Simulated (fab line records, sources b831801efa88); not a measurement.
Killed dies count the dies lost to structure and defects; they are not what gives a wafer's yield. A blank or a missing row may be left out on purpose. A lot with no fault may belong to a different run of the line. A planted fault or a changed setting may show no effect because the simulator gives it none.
Matching of chambers | flow sky130 | SKY_VIA2_CMP_24 on cmp-02 has 4 sister chambers
The step polishes, stops on SiO2, t overpolish 20 s, target thk 0 nm. 16 wafers are shown with their chamber, then 8 later ones without.

## WAFERS PAIRED WITH THEIR CHAMBERS
wafer  | chamber | timeToEndpointS (s) | platenRpm (rpm) | motorCurrentA (A)
L074.3 | 0       | 95                  | 59.98           | 10.9
L074.4 | 3       | 92                  | 60.00           | 11.2
L074.5 | 3       | 94                  | 59.96           | 10.6
L075.3 | 1       | 91                  | 59.93           | 11.2
L075.4 | 3       | 95                  | 59.95           | 11.2
L075.6 | 1       | 94                  | 60.03           | 11.2
L076.1 | 2       | 90                  | 60.05           | 11.2
L076.2 | 1       | 95                  | 59.95           | 10.8
L076.3 | 3       | 96                  | 60.02           | 10.8
L077.2 | 1       | 96                  | 59.98           | 11.0
L077.4 | 0       | 96                  | 60.01           | 11.1
L077.5 | 3       | 97                  | 59.98           | 11.0
L079.4 | 0       | 98                  | 59.98           | 10.6
L079.5 | 3       | 94                  | 60.03           | 11.7
L079.6 | 0       | 95                  | 60.01           | 11.2
L080.2 | 0       | 101                 | 60.02           | 10.5

SIGNATURES (means of the wafers above)
reading         | chamber 0 | chamber 1 | chamber 2 | chamber 3 | scatter within a chamber
timeToEndpointS | 97.00     | 94.00     | 90.00     | 94.67     | 2.15
platenRpm       | 60.0000   | 59.9725   | 60.0500   | 59.9900   | 0.032
motorCurrentA   | 10.860    | 11.050    | 11.200    | 11.083    | 0.318
Rule: a wafer's distance from a chamber is the root of the sum, over the readings, of the square of ((its reading less the chamber's mean) divided by the reading's scatter). The wafer belongs to the nearest chamber; if the next one is less than 2 further off, it can't be placed. How the scatter is found: for the shown wafers, subtract from each reading the mean of its chamber, square and add these, divide the total by (wafers less chambers), then take the root.

## WAFERS WHOSE CHAMBER IS MISSING
wafer  | timeToEndpointS (s) | platenRpm (rpm) | motorCurrentA (A)
L080.5 | 99                  | 59.96           | 11.1
L080.6 | 101                 | 59.97           | 11.4
L082.3 | 94                  | 60.06           | 11.5
L082.5 | 101                 | 60.08           | 10.7
L082.6 | 97                  | 60.00           | 11.1
L084.1 | 100                 | 60.02           | 10.7
L084.4 | 100                 | 59.92           | 10.0
L084.6 | 100                 | 59.96           | 11.1

## WHICH CHAMBER EACH WENT THROUGH
wafer  | from the rows above               | in truth
L080.5 | can't be placed: 0 or 3 or 1      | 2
L080.6 | can't be placed: 0 or 3 or 1      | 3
L082.3 | can't be placed: 2 or 3 or 1 or 0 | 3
L082.5 | can't be placed: 0 or 3 or 1      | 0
L082.6 | can't be placed: 0 or 3 or 1      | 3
L084.1 | can't be placed: 0 or 3 or 1      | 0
L084.4 | can't be placed: 0 or 1 or 3      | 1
L084.6 | can't be placed: 0 or 3 or 1      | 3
0 of 8 placed correctly. From these rows, 8 cannot be placed; in 7 the true chamber is one of the candidates. Placed wrongly: 0.
